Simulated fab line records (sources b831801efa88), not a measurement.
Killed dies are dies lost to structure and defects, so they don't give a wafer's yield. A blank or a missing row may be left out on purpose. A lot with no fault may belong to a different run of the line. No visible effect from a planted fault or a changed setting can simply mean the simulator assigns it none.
2 desks looking at one fault    flow sky130    numbers are kept per desk, each desk with only its own; the story behind them comes last

## DESK OF THE TOOL OWNER: pvd-sputter-02
At SKY_METAL5_SPUTTER_04 (material TiN, target thk 70 nm, time 58.3 s) the tool's own readings: per lot run on this tool, the mean of the sampled wafers that have a number. Any lot whose mean is over 4 standard deviations away from the usual mean is out of limits and marked OUT; that distance is given in the brackets.
Columns: A = throttle-valve-pct at SKY_METAL5_SPUTTER_04, usual 29.9 %
lot   first seen here  A
L184  day 44 01:55     29.7
L186  day 44 23:20     29.0
L189  day 45 15:43     29.8
Result from this desk: across the 3 lots, nothing is out of limits.

## METROLOGY DESK
What the gauges read for every lot (on any tool): the sampled wafers with a number, averaged. Any lot whose mean is over 4 standard deviations away from the usual mean is out of limits and marked OUT; that distance is given in the brackets.
Columns: A = CAP2M_TIN_RS at SKY_CAP2M_RS_MEAS_03, usual 6.93 ohm/sq; B = METAL5_ALCU_THK at SKY_METAL5_THK_MEAS_06, usual 1139 nm; C = PASSIVATION_CVD_00_THK at SKY_PASSIVATION_THK_MEAS_01, usual 89.8 nm
lot   first seen here  A     B                C
L180  day 39 19:46     6.93  1132             88.7
L182  day 40 15:31     6.92  1140             89.3
L184  day 41 01:16     7.07  1143             90.1
L186  day 41 23:01     7.00  1032 (-8.3) OUT  88.5
L188  day 42 10:49     7.03  1127             88.7
L189  day 42 15:02     6.90  1047 (-7.1) OUT  90.0
L195  day 44 07:38     6.87  1137             89.3
L197  day 45 02:39     6.84  1165             89.1
L199  day 45 11:11     6.98  1129             90.0
L201  day 46 00:46     6.93  1159             91.0
This desk's finding: out of limits on L186, L189; first on L186, day 44 23:30 (METAL5_ALCU_THK at SKY_METAL5_THK_MEAS_06). Within limits: L180, L182, L184, L188, L195, L197, L199, L201.

## TAKEN TOGETHER
Metrology desk: alarm possible at day 44 23:30 on L186, L189.
The desk of the tool owner found nothing out of limits.
Tool owner's desk: L186, L189 on record, inside its limits.
Every lot named ran SKY_METAL5_SPUTTER_04 on pvd-sputter-02.

## WHAT HAD BEEN PUT IN BY THE SIMULATOR
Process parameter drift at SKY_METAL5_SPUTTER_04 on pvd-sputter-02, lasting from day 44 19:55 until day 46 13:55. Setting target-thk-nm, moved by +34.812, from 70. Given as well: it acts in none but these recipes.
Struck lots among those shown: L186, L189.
Per desk, hours elapsed from the start of the fault to the first reading out of limits: for the metrology desk, 4.
